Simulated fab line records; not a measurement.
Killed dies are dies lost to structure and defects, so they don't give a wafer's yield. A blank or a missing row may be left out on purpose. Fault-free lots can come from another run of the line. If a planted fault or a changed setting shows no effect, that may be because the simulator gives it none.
fab line records | flow gf180mcu
record: lots: 6 | wafers: 18 | lastDay: 33
route steps=602 shown MIM@509
lots that met no fault: from a run of the same line without faults
startH: start of the lot's first displayed wafer, in hours after the record's first day | waitH: how many hours have passed since the lot's step before this one | " unchanged from the row above | L1.1+2: a single row standing in for several wafers | - no value, or no start given | * or withheld: withheld | < > ~ a bound
route shown NAME@n: a module of which the file shows steps, and the number in the route of the first | usual: mean/standard deviation of fault-free wafers | same: alike in all rows | chamber/n: place in a boat | sites: the reading at each site | _std_site: their standard deviation | _edge_site: mean of outer sites minus mean of inner sites | radiusMm: how far each site lies from the wafer's centre | mask NAME#n: copy n | behind: tool/chamber where the wafer was last shaped | hold: the reason the lot was held/the length of the hold in hours/how it ended | device: whichever transistor did not switch (one of n, p or np) | end of line: at the end of the route, the tests of the same wafers | a step with no rows: only its recipe | killed: the dies lost at the first sort to structure and to defects; this is not the yield of the wafer | map: the dies of a wafer, with x for killed, . for not killed, _ for no die there
set.NAME: the setting that was run; set.NAME@STEP: the one run at that earlier step | model.NAME: the simulator's own value behind a step, which no gauge read
lots at selected steps of the route; one table per step, one row per wafer
services: from which hour (startH, from the record's first day; less than 0 if before it) a tool's chamber was out of use, for how many hours, and why
== steps ==
step: GF_MIM_THK_MEAS_06
recipe: reads: Si3N4_of_MIM_CVD_05
usual: MIM_CVD_05_THK: 42.0/0.44
lot.wafer | tool         | chamber | startH | waitH | MIM_CVD_05_THK[nm]
L133.1    | filmMetro-01 | -       | 571.61 | 0.0   | 41.5
L133.5    | "            | -       | "      | "     | 42.2
L133.6    | "            | -       | "      | "     | 42.1
L142.1    | filmMetro-02 | -       | 645.29 | 0.0   | 41.7
L142.5    | "            | -       | "      | "     | 42.2
L142.6    | "            | -       | "      | "     | 42.5
L143.1    | filmMetro-02 | -       | 647.22 | 0.0   | 41.5
L143.2    | "            | -       | "      | "     | 41.3
L143.5    | "            | -       | "      | "     | 42.0
L149.1    | filmMetro-02 | -       | 693.05 | 0.0   | 42.0
L149.3    | "            | -       | "      | "     | 41.8
L149.5    | "            | -       | "      | "     | 42.0
L150.2    | filmMetro-01 | -       | 698.76 | 0.0   | 41.7
L150.3    | "            | -       | "      | "     | 41.8
L150.4    | "            | -       | "      | "     | 42.4
L152.1    | filmMetro-03 | -       | 709.46 | 0.0   | 41.8
L152.2    | "            | -       | "      | "     | 41.4
L152.5    | "            | -       | "      | "     | 42.0
step: GF_MIM_SPUTTER_07
recipe: material: TiN | targetThkNm: 60 | powerW: 6500 | timeS: 50 | chamberPressurePa: 0.4
usual: throttleValvePct: 29.6/1.1
lot.wafer | tool          | chamber | startH | waitH | throttleValvePct
L133.1    | pvdSputter-01 | -       | 571.67 | 0.1   | 30.2
L133.5    | "             | -       | "      | "     | 30.1
L133.6    | "             | -       | "      | "     | 31.5
L142.1    | pvdSputter-01 | -       | 645.35 | 0.1   | 30.1
L142.5    | "             | -       | "      | "     | 29.9
L142.6    | "             | -       | "      | "     | 29.7
L143.1    | pvdSputter-01 | -       | 647.28 | 0.1   | 30.3
L143.2    | "             | -       | "      | "     | 31.6
L143.5    | "             | -       | "      | "     | 30.1
L149.1    | pvdSputter-04 | -       | 693.11 | 0.1   | 29.8
L149.3    | "             | -       | "      | "     | 28.9
L149.5    | "             | -       | "      | "     | 27.9
L150.2    | pvdSputter-02 | -       | 698.81 | 0.0   | 30.1
L150.3    | "             | -       | "      | "     | 29.0
L150.4    | "             | -       | "      | "     | 30.3
L152.1    | pvdSputter-04 | -       | 709.52 | 0.1   | 29.2
L152.2    | "             | -       | "      | "     | 30.0
L152.5    | "             | -       | "      | "     | 30.1
step: GF_MIM_SPUTTER_08
recipe: material: AlCu | targetThkNm: 200 | powerW: 10600 | timeS: 10.6 | chamberPressurePa: 0.4
usual: throttleValvePct: 29.6/1.2
lot.wafer | tool          | chamber | startH | waitH | throttleValvePct
L133.1    | pvdSputter-01 | -       | 571.72 | 0.0   | 29.9
L133.5    | "             | -       | "      | "     | 29.9
L133.6    | "             | -       | "      | "     | 31.3
L142.1    | pvdSputter-01 | -       | 645.39 | 0.0   | 30.2
L142.5    | "             | -       | "      | "     | 30.1
L142.6    | "             | -       | "      | "     | 29.8
L143.1    | pvdSputter-01 | -       | 647.32 | 0.0   | 29.9
L143.2    | "             | -       | "      | "     | 31.6
L143.5    | "             | -       | "      | "     | 30.4
L149.1    | pvdSputter-04 | -       | 693.15 | 0.0   | 29.9
L149.3    | "             | -       | "      | "     | 28.9
L149.5    | "             | -       | "      | "     | 27.7
L150.2    | pvdSputter-02 | -       | 698.85 | 0.0   | 30.3
L150.3    | "             | -       | "      | "     | 29.0
L150.4    | "             | -       | "      | "     | 30.2
L152.1    | pvdSputter-04 | -       | 709.56 | 0.0   | 29.1
L152.2    | "             | -       | "      | "     | 30.0
L152.5    | "             | -       | "      | "     | 30.0
step: GF_MIM_SPUTTER_09
recipe: material: TiN | targetThkNm: 35 | powerW: 6500 | timeS: 29.2 | chamberPressurePa: 0.4
usual: throttleValvePct: 29.6/1.2
lot.wafer | tool          | chamber | startH | waitH | throttleValvePct
L133.1    | pvdSputter-01 | -       | 571.74 | 0.0   | 30.1
L133.5    | "             | -       | "      | "     | 30.2
L133.6    | "             | -       | "      | "     | 31.6
L142.1    | pvdSputter-01 | -       | 645.41 | 0.0   | 30.5
L142.5    | "             | -       | "      | "     | 30.5
L142.6    | "             | -       | "      | "     | 29.8
L143.1    | pvdSputter-01 | -       | 647.34 | 0.0   | 29.8
L143.2    | "             | -       | "      | "     | 31.5
L143.5    | "             | -       | "      | "     | 30.2
L149.1    | pvdSputter-04 | -       | 693.17 | 0.0   | 29.9
L149.3    | "             | -       | "      | "     | 28.7
L149.5    | "             | -       | "      | "     | 28.0
L150.2    | pvdSputter-02 | -       | 698.88 | 0.0   | 30.1
L150.3    | "             | -       | "      | "     | 29.3
L150.4    | "             | -       | "      | "     | 30.2
L152.1    | pvdSputter-04 | -       | 709.59 | 0.0   | 29.3
L152.2    | "             | -       | "      | "     | 29.8
L152.5    | "             | -       | "      | "     | 29.9
step: GF_MIM_RS_MEAS_10
recipe: thkMeasGauge: four-point-probe | reads: TiN_of_MIM_SPUTTER_09+AlCu_of_MIM_SPUTTER_08+TiN_of_MIM_SPUTTER_07
usual: MIM_ALCU_RS: 0.1601/0.0017
lot.wafer | tool         | chamber | startH | waitH | MIM_ALCU_RS[ohm/sq]
L133.1    | filmMetro-03 | -       | 571.77 | 0.0   | 0.1575
L133.5    | "            | -       | "      | "     | 0.1574
L133.6    | "            | -       | "      | "     | 0.1569
L142.1    | filmMetro-03 | -       | 645.45 | 0.0   | 0.1605
L142.5    | "            | -       | "      | "     | 0.1612
L142.6    | "            | -       | "      | "     | 0.1620
L143.1    | filmMetro-03 | -       | 647.37 | 0.0   | 0.1582
L143.2    | "            | -       | "      | "     | 0.1608
L143.5    | "            | -       | "      | "     | 0.1590
L149.1    | filmMetro-01 | -       | 693.20 | 0.0   | 0.1601
L149.3    | "            | -       | "      | "     | 0.1593
L149.5    | "            | -       | "      | "     | 0.1574
L150.2    | filmMetro-01 | -       | 698.93 | 0.0   | 0.1626
L150.3    | "            | -       | "      | "     | 0.1612
L150.4    | "            | -       | "      | "     | 0.1601
L152.1    | filmMetro-02 | -       | 709.62 | 0.0   | 0.1609
L152.2    | "            | -       | "      | "     | 0.1605
L152.5    | "            | -       | "      | "     | 0.1601
step: GF_MIM_THK_MEAS_11
recipe: thkMeasGauge: xrf | reads: AlCu_of_MIM_SPUTTER_08
usual: MIM_ALCU_THK: 200.6/2
lot.wafer | tool         | chamber | startH | waitH | MIM_ALCU_THK[nm]
L133.1    | filmMetro-03 | -       | 571.89 | 0.1   | 203.4
L133.5    | "            | -       | "      | "     | 204.6
L133.6    | "            | -       | "      | "     | 203.8
L142.1    | filmMetro-03 | -       | 645.57 | 0.1   | 199.5
L142.5    | "            | -       | "      | "     | 200.2
L142.6    | "            | -       | "      | "     | 198.1
L143.1    | filmMetro-03 | -       | 647.49 | 0.1   | 202.6
L143.2    | "            | -       | "      | "     | 199.0
L143.5    | "            | -       | "      | "     | 201.0
L149.1    | filmMetro-01 | -       | 693.32 | 0.1   | 201.1
L149.3    | "            | -       | "      | "     | 201.9
L149.5    | "            | -       | "      | "     | 204.5
L150.2    | filmMetro-01 | -       | 699.04 | 0.1   | 199.5
L150.3    | "            | -       | "      | "     | 200.7
L150.4    | "            | -       | "      | "     | 202.4
L152.1    | filmMetro-02 | -       | 709.74 | 0.1   | 201.2
L152.2    | "            | -       | "      | "     | 201.5
L152.5    | "            | -       | "      | "     | 203.0
step: GF_MIM_DEHYDRATE_12
recipe: tempC: 200 | timeS: 60
step: GF_MIM_HMDS_13
recipe: primeTimeS: 60 | primeTempC: 120
step: GF_MIM_COAT_14
recipe: resist: NOVOLAK | spinRpm: 3000 | resistThkNm: 1000
step: GF_MIM_SOFTBAKE_15
recipe: tempC: 90 | timeS: 60 | resist: NOVOLAK
step: GF_MIM_EXPOSE_16
recipe: maskId: FuseTop | targetCdNm: 2000 | na: 0.6 | sourceShape: conventional | sigmaOuter: 0.6 | doseMj: 140
step: GF_MIM_PEB_17
recipe: tempC: withheld | timeS: * | resist: NOVOLAK
step: GF_MIM_DEVELOP_18
recipe: developTimeS: 60 | devTempC: 23
usual: chillPlateTempC: 23.00/0.11 | developTimeS: 60/0
lot.wafer | tool          | chamber | startH | waitH | chillPlateTempC | developTimeS
L133.1    | lithoTrack-01 | 0       | 592.56 | 0.1   | 23.04           | 60
L133.5    | "             | 0       | "      | "     | 22.95           | 60
L133.6    | "             | 0       | "      | "     | 23.03           | 60
L142.1    | lithoTrack-01 | -       | 664.56 | 0.1   | -               | -
L142.5    | "             | -       | "      | "     | -               | -
L142.6    | "             | -       | "      | "     | -               | -
L143.1    | lithoTrack-02 | -       | 666.78 | 0.1   | -               | -
L143.2    | "             | -       | "      | "     | -               | -
L143.5    | "             | -       | "      | "     | -               | -
L149.1    | lithoTrack-02 | 0       | 710.73 | 0.1   | 23.24           | 60
L149.3    | "             | 0       | "      | "     | 23.18           | 60
L149.5    | "             | 0       | "      | "     | 23.11           | 60
L150.2    | lithoTrack-04 | 0       | 716.26 | 0.1   | 23.01           | 60
L150.3    | "             | 0       | "      | "     | 23.07           | 60
L150.4    | "             | 0       | "      | "     | 22.85           | 60
L152.1    | lithoTrack-01 | 0       | 726.86 | 0.1   | 22.94           | 60
L152.2    | "             | 0       | "      | "     | 22.97           | 60
L152.5    | "             | 0       | "      | "     | 23.06           | 60
step: GF_MIM_METAL_ETCH_19
recipe: chemistry: Cl2/BCl3 | maskMaterial: NOVOLAK | stopOn: Si3N4 | targetDepthNm: 324.5 | pressureMtorr: 8 | icpW: 800 | biasW: 140 | Cl2_flow_sccm: 80 | bcl3FlowSccm: 40 | timeS: 54.1
usual: drypumpMotorCurrentA: 5.6/0.7 | oesProductAu: 0.941/0.0061 | throttleValvePct: 28.284/0.01
lot.wafer | tool        | chamber | startH | waitH | drypumpMotorCurrentA | oesProductAu | rfHoursCounterH | throttleValvePct
L133.1    | rieMetal-04 | 0       | 592.71 | 0.1   | 6.1                  | 0.939        | 10              | 28.267
L133.5    | "           | 1       | "      | "     | 6.6                  | 0.948        | -               | 28.273
L133.6    | "           | 0       | "      | "     | 6.0                  | 0.946        | -               | 28.262
L142.1    | rieMetal-04 | 0       | 664.71 | 0.1   | 6.0                  | 0.940        | 12              | 28.299
L142.5    | "           | 1       | "      | "     | 6.6                  | 0.942        | -               | 28.284
L142.6    | "           | 0       | "      | "     | 6.1                  | 0.936        | -               | 28.283
L143.1    | rieMetal-02 | 0       | 666.93 | 0.1   | 6.0                  | 0.949        | 13              | 28.278
L143.2    | "           | 1       | "      | "     | 4.7                  | 0.937        | 4               | 28.274
L143.5    | "           | 1       | "      | "     | 4.7                  | 0.943        | -               | 28.293
L149.1    | rieMetal-02 | 0       | 710.88 | 0.1   | 6.1                  | 0.930        | 15              | 28.274
L149.3    | "           | 1       | "      | "     | 4.7                  | 0.939        | -               | 28.298
L149.5    | "           | 1       | "      | "     | 4.7                  | 0.946        | -               | 28.285
L150.2    | rieMetal-01 | 0       | 716.38 | 0.1   | 5.6                  | 0.939        | 9               | 28.287
L150.3    | "           | 1       | "      | "     | 5.2                  | 0.944        | -               | 28.281
L150.4    | "           | 0       | "      | "     | 5.6                  | 0.940        | -               | 28.288
L152.1    | rieMetal-04 | 0       | 727.01 | 0.1   | 6.0                  | 0.943        | 15              | 28.290
L152.2    | "           | 1       | "      | "     | 6.6                  | 0.939        | 8               | 28.292
L152.5    | "           | 0       | "      | "     | 6.0                  | 0.943        | -               | 28.279
== services ==
tool          | chamber | startH | hours | kind
rieMetal-02   | 1       | 564.88 | 9.4   | repair
rieMetal-02   | 1       | 590.39 | 21.9  | repair
pvdSputter-01 | -       | 601.01 | 10.2  | repair
rieMetal-02   | -       | 641.36 | 4.3   | pm
rieMetal-02   | 0       | 710.97 | -     | clean
rieMetal-02   | 0       | 710.97 | 18.1  | scheduledDown
rieMetal-02   | 0       | 710.97 | 18.1  | ventCycle
== key ==
firstSign: step: GF_MIM_DEVELOP_18 | reading: toolRecord | direction: missing
effect none on later readings
metAt GF_MIM_DEVELOP_18
struckWafers L142.1,L142.5,L142.6,L143.1,L143.2,L143.5
laterRowsLeftOut L142.1,L142.5,L142.6,L143.1,L143.2,L143.5
sortLeftOut L142.1,L142.5,L142.6,L143.1,L143.2,L143.5
onsetBetween 592.56 664.56
fault: kind: skippedStepWhole | tool: lithoTrack-01,lithoTrack-02 | chamber: - | onsetH: 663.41 | steps: GF_MIM_DEVELOP_18 | scope: struckLotsOnly
sortLeftOut: the simulated sort isn't trusted on such a fault, so these wafers' sort isn't shown, and their yield isn't known
laterRowsLeftOut: the simulator's readings of these wafers behind a module that went badly wrong aren't trusted and aren't shown, but for the sort
